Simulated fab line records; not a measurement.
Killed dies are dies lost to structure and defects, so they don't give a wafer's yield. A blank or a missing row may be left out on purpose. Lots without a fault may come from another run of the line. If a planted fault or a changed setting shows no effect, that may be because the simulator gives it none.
fab line records ; flow sky130
[record] lots = 15; wafers = 45; last_day = 50
route steps=708 shown FIELD_ISO@18 PAD_OPEN@708
lots untouched by any fault: they come from a run of this same line in which no faults occurred
start_h: the number of hours between the record's first day and the start of the first shown wafer of the lot ; wait_h: how many hours have passed since the lot's step before this one ; " unchanged from the row above ; L1.1+2: a single row standing in for several wafers ; - no value, or no start was given ; * or withheld: withheld ; < > ~ a bound
route shown NAME@n: NAME is a module with steps in the file, n the number in the route of the first one ; usual: mean/standard deviation of fault-free wafers ; same: alike in all rows ; chamber/n: place in a boat ; sites: the reading at each site ; _std_site: how widely they spread, as a standard deviation ; _edge_site: outer sites' mean less inner sites' ; radius_mm: for every site, how far away it sits from the centre of the wafer ; mask NAME#n: copy n ; behind: the tool/chamber that last shaped the wafer ; hold: why the lot was held/for how many hours/how that ended ; device: which transistor (n, p or np) failed to switch ; end of line: the route-end tests of the same wafers ; for a step that has no rows: nothing shown but its recipe ; killed: not the wafer's yield, but the dies lost to structure and defects at the first sort ; map: shows each die of a wafer: x if killed, . if not, _ if none is there
set.NAME: the setting as run; set.NAME@STEP: as run at that earlier step ; model.NAME: the simulator's own value behind a step, which no gauge read
a sample of lots followed through the steps of the route, with each step as a table and each wafer as a row
services: a tool's chamber out of use, with start hour (start_h, from the record's first day; less than 0 if before it), hours out, and reason
[[steps]]
[step SKY_FIELD_ISO_ETCH_17]
[recipe] target_depth_a = 3420; mask_material = Si3N4; chemistry = HBr/Cl2/O2; target = Si; taper_deg = 5; icp_w = 600; bias_w = 150; pressure_mtorr = 15; HBr_flow_sccm = 150; Cl2_flow_sccm = 40; O2_flow_sccm = 6; time_s = 97.7
[usual] HBr_flow_sccm = 150.0/0.42; O2_flow_sccm = 5.998/0.018; drypump_motor_current_A = 5.5/0.38; oes_product_au = 1.000/0.01; throttle_valve_pct = 25.658/0.012
lot.wafer;tool;chamber;start_h;wait_h;HBr_flow_sccm;O2_flow_sccm;drypump_motor_current_A;oes_product_au;rf_hours_counter_h;throttle_valve_pct
L236.3;rie_si-02;0;29.75;0.0;149.9;5.968;5.6;0.998;25;25.658
L236.5;rie_si-02;1;29.75;0.0;150.3;5.971;5.0;0.976;-;25.678
L236.6;rie_si-02;0;29.75;0.0;149.3;6.011;5.6;1.005;-;25.651
L238.1;rie_si-02;3;40.15;0.1;150.0;5.994;6.0;0.981;35;25.649
L238.2;rie_si-02;0;40.15;0.1;150.5;6.011;5.6;0.988;25;25.673
L238.5;rie_si-02;2;40.15;0.1;150.5;5.998;5.6;0.987;-;25.658
L239.3;rie_si-01;1;46.61;0.0;149.7;6.003;5.7;0.995;26;25.665
L239.4;rie_si-01;3;46.61;0.0;150.2;6.024;5.3;0.979;1;25.660
L239.5;rie_si-01;0;46.61;0.0;149.9;5.965;4.9;0.991;-;25.672
L240.2;rie_si-02;2;50.87;0.1;149.5;6.017;5.6;0.990;155;25.687
L240.3;rie_si-02;1;50.87;0.1;149.3;5.984;5.0;0.984;82;25.654
L240.5;rie_si-02;3;50.87;0.1;150.0;6.005;6.0;1.009;-;25.647
L241.2;rie_si-02;3;55.57;0.1;150.1;6.009;6.0;0.989;35;25.666
L241.5;rie_si-02;3;55.57;0.1;150.3;5.977;6.0;1.000;-;25.651
L241.6;rie_si-02;2;55.57;0.1;150.3;5.998;5.6;0.991;-;25.652
L242.2;rie_si-02;3;64.60;0.1;150.0;6.016;6.0;1.004;35;25.654
L242.3;rie_si-02;0;64.60;0.1;149.7;6.036;5.6;0.995;25;25.672
L242.5;rie_si-02;3;64.60;0.1;150.0;5.979;6.0;0.999;-;25.661
L243.3;rie_si-01;3;65.21;0.0;150.3;6.001;5.3;0.986;1;25.679
L243.4;rie_si-01;2;65.21;0.0;150.6;6.010;6.0;1.003;103;25.642
L243.6;rie_si-01;2;65.21;0.0;150.3;6.019;6.0;1.014;-;25.645
L244.4;rie_si-02;0;73.35;0.1;149.4;5.994;5.6;1.001;-;25.675
L244.5;rie_si-02;1;73.35;0.1;149.9;5.991;5.0;0.986;-;25.667
L244.6;rie_si-02;3;73.35;0.1;150.3;5.985;6.0;0.992;-;25.654
L245.2;rie_si-01;0;77.00;0.1;150.1;5.959;5.0;0.994;93;25.642
L245.3;rie_si-01;2;77.00;0.1;150.9;6.011;6.0;1.008;104;25.650
L245.6;rie_si-01;1;77.00;0.1;149.5;5.993;5.7;1.005;-;25.639
L247.3;rie_si-02;0;87.21;0.0;150.2;5.966;5.6;0.997;25;25.651
L247.4;rie_si-02;1;87.21;0.0;150.0;6.006;5.0;0.981;-;25.645
L247.5;rie_si-02;0;87.21;0.0;150.7;5.979;5.6;0.992;-;25.654
L248.1;rie_si-01;0;90.76;0.1;149.6;6.006;5.0;1.003;94;25.681
L248.3;rie_si-01;3;90.76;0.1;150.0;5.993;5.3;0.997;1;25.650
L248.6;rie_si-01;1;90.76;0.1;150.3;5.967;5.7;1.007;-;25.650
L252.1;rie_si-02;1;113.15;0.1;150.6;6.022;5.0;0.980;83;25.667
L252.3;rie_si-02;0;113.15;0.1;150.3;6.001;5.6;1.006;25;25.659
L252.5;rie_si-02;1;113.15;0.1;150.3;6.001;5.0;0.990;-;25.666
L253.3;rie_si-01;3;117.97;0.0;150.3;6.022;5.3;0.997;1;25.652
L253.4;rie_si-01;1;117.97;0.0;150.4;6.004;5.7;1.003;27;25.659
L253.5;rie_si-01;2;117.97;0.0;150.0;5.982;5.9;1.003;-;25.640
L255.1;rie_si-02;0;128.95;0.1;150.3;6.003;5.6;0.994;26;25.661
L255.5;rie_si-02;1;128.95;0.1;150.0;6.000;5.0;1.002;-;25.660
L255.6;rie_si-02;3;128.95;0.1;149.4;5.982;6.0;1.009;-;25.656
L257.1;rie_si-02;0;139.52;0.1;150.4;6.026;5.6;1.015;26;25.648
L257.4;rie_si-02;1;139.52;0.1;150.0;6.012;5.0;1.001;83;25.669
L257.6;rie_si-02;2;139.52;0.1;150.5;5.988;5.6;1.010;-;25.642
[step SKY_PAD_OPEN_PROBE_99]
[usual] killed_at_M0_to_M3 = 43/7.3; killed_at_M4_up = 3.6/1.9; killed_at_contacts = 23/5.3; killed_at_front_end = 15/4.5; killed_at_other = 0.3/0.72; killed_dies = 85/9.4; killed_open = 46/6.7; killed_short = 38/6.8
[same] gross_dies = 492; killed_at_back_side = 0
lot.wafer;tool;chamber;start_h;wait_h;killed_at_M0_to_M3;killed_at_M4_up;killed_at_contacts;killed_at_front_end;killed_at_other;killed_dies;killed_open;killed_short
L240.2;prober-01;-;1109.92;0.1;38;3;17;10;0;68;44;22
L240.3;prober-01;-;1109.97;0.2;56;5;20;23;0;104;57;47
L240.5;prober-01;-;1110.07;0.2;49;2;32;9;0;92;47;44
L242.2;prober-02;-;1120.57;0.1;49;0;29;11;0;89;51;38
L242.3;prober-02;-;1120.62;0.2;50;4;29;17;1;101;53;48
L242.5;prober-02;-;1120.72;0.2;42;5;41;15;0;103;55;48
L252.1;prober-01;-;1169.47;0.1;35;4;18;58;0;115;42;33
L252.3;prober-01;-;1169.57;0.2;25;4;24;68;0;121;38;26
L252.5;prober-01;-;1169.67;0.2;40;1;17;63;0;121;43;35
L255.1;prober-01;-;1182.77;0.1;41;4;19;70;0;134;43;37
L255.5;prober-01;-;1182.97;0.2;41;2;14;59;0;116;38;35
L255.6;prober-01;-;1183.02;0.2;40;3;22;36;1;102;32;51
L257.1;prober-02;-;1190.51;0.1;39;5;17;66;0;127;43;35
L257.4;prober-02;-;1190.66;0.2;40;2;18;56;0;116;33;39
L257.6;prober-02;-;1190.76;0.2;36;3;13;68;0;120;31;37
// killed by level:class
L240.2 VIA1:geometric_particle:open=15 CONTACT:geometric_particle:open=8 METAL1:geometric_particle:short=6 VIA3:geometric_particle:open=5 FIELD_ISO:geometric_particle:open=4 LOCAL_INTERCONNECT:geometric_particle:short=4 VIA1:geometric_particle:short=4 POLY_GATE:geometric_particle:open=3
L240.3 VIA1:geometric_particle:open=14 CONTACT:geometric_particle:open=10 VIA3:geometric_particle:open=10 FIELD_ISO:geometric_particle:open=7 FIELD_ISO:geometric_particle:short=6 VIA1:geometric_particle:short=6 VIA2:geometric_particle:open=6 METAL1:geometric_particle:short=5
L240.5 CONTACT:geometric_particle:open=13 METAL1:geometric_particle:short=8 LI_CONTACT:geometric_particle:open=7 CONTACT:geometric_particle:short=7 VIA1:geometric_particle:open=7 VIA1:geometric_particle:short=6 METAL2:geometric_particle:short=6 VIA3:geometric_particle:open=5
L242.2 CONTACT:geometric_particle:open=12 VIA1:geometric_particle:open=12 LI_CONTACT:geometric_particle:open=7 METAL1:geometric_particle:short=6 VIA1:geometric_particle:short=6 VIA3:geometric_particle:open=6 CONTACT:geometric_particle:short=5 METAL2:geometric_particle:short=4
L242.3 LI_CONTACT:geometric_particle:open=12 VIA3:geometric_particle:open=11 VIA1:geometric_particle:open=9 CONTACT:geometric_particle:short=8 CONTACT:geometric_particle:open=7 METAL2:geometric_particle:short=7 VIA2:geometric_particle:open=5 POLY_GATE:geometric_particle:short=4
L242.5 LI_CONTACT:geometric_particle:open=15 CONTACT:geometric_particle:open=9 VIA1:geometric_particle:open=7 LI_CONTACT:geometric_particle:short=6 LOCAL_INTERCONNECT:geometric_particle:short=6 VIA3:geometric_particle:open=6 CONTACT:geometric_particle:short=5 METAL1:geometric_particle:short=5
L252.1 FIELD_ISO:unspecified=39 VIA1:geometric_particle:open=10 LI_CONTACT:geometric_particle:open=7 POLY_GATE:geometric_particle:open=5 CONTACT:geometric_particle:short=5 FIELD_ISO:geometric_particle:short=4 POLY_GATE:geometric_particle:short=4 VIA3:geometric_particle:open=4
L252.3 FIELD_ISO:unspecified=57 CONTACT:geometric_particle:open=10 VIA2:geometric_particle:open=9 LI_CONTACT:geometric_particle:open=5 CONTACT:geometric_particle:short=4 VIA1:geometric_particle:open=4 FIELD_ISO:geometric_particle:short=3 METAL2:geometric_particle:short=3
L252.5 FIELD_ISO:unspecified=42 CONTACT:geometric_particle:open=9 METAL2:geometric_particle:short=7 VIA3:geometric_particle:open=7 POLY_GATE:geometric_particle:open=6 VIA2:geometric_particle:open=5 POLY_GATE:geometric_particle:short=4 VIA1:geometric_particle:open=4
L255.1 FIELD_ISO:unspecified=54 VIA3:geometric_particle:open=8 LI_CONTACT:geometric_particle:open=6 CONTACT:geometric_particle:open=6 VIA1:geometric_particle:open=6 FIELD_ISO:geometric_particle:short=5 POLY_GATE:geometric_particle:open=5 LI_CONTACT:geometric_particle:short=5
L255.5 FIELD_ISO:unspecified=43 METAL1:geometric_particle:short=11 VIA1:geometric_particle:open=9 VIA3:geometric_particle:open=7 LI_CONTACT:geometric_particle:open=5 VIA1:geometric_particle:short=5 FIELD_ISO:geometric_particle:short=4 POLY_GATE:geometric_particle:open=4
L255.6 FIELD_ISO:unspecified=19 VIA1:geometric_particle:open=9 POLY_GATE:geometric_particle:short=6 LI_CONTACT:geometric_particle:short=6 METAL1:geometric_particle:short=6 LOCAL_INTERCONNECT:geometric_particle:short=5 METAL2:geometric_particle:short=5 FIELD_ISO:geometric_particle:open=4
L257.1 FIELD_ISO:unspecified=49 VIA1:geometric_particle:open=12 FIELD_ISO:geometric_particle:open=6 LI_CONTACT:geometric_particle:open=6 CONTACT:geometric_particle:open=6 METAL1:geometric_particle:short=5 FIELD_ISO:geometric_particle:short=4 METAL4:geometric_particle:short=4
L257.4 FIELD_ISO:unspecified=44 VIA3:geometric_particle:short=7 CONTACT:geometric_particle:open=6 METAL1:geometric_particle:short=6 FIELD_ISO:geometric_particle:open=5 VIA1:geometric_particle:open=5 CONTACT:geometric_particle:short=5 METAL3:geometric_particle:short=5
L257.6 FIELD_ISO:unspecified=52 METAL1:geometric_particle:short=10 METAL2:geometric_particle:short=6 CONTACT:geometric_particle:open=6 VIA1:geometric_particle:open=6 FIELD_ISO:geometric_particle:short=5 VIA3:geometric_particle:open=4 FIELD_ISO:geometric_particle:open=3
[[services]]
tool;chamber;start_h;hours;kind
rie_si-01;3;17.21;2.6;repair
rie_si-02;2;57.47;-;clean
rie_si-02;2;57.47;38.4;scheduled_down
rie_si-02;2;57.47;38.4;vent_cycle
rie_si-02;2;119.54;15.2;repair
rie_si-01;2;124.28;10.4;repair
rie_si-01;1;138.26;19.2;repair
[[key]]
[first_sign] step = SKY_PAD_OPEN_PROBE_99; reading = killed_at_front_end; direction = up; sigmas = 10; usual = 15; struck = 60
[effect] step = SKY_PAD_OPEN_PROBE_99; reading = killed_dies; direction = up; sigmas = 3.6; usual = 85; struck = 119; wafers_moved = 8
met_at SKY_FIELD_ISO_ETCH_17
struck_lots L252,L255,L257
tester_left_out L252,L255,L257
onset_between 87.21 113.15
[fault] kind = chamber_particle_source; tool = rie_si-02; chamber = -; onset_h = 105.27; steps = SKY_FIELD_ISO_ETCH_17; rate_per_visit_cm2 = 0.76248; end_h = 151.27
// tester_left_out: of these lots the tester's yield and bins aren't shown, on N5 and GAA mostly nor the transistor test; their killed dies are dies lost to structure and defects alone, not to doping, threshold or leakage, so they don't give the yield
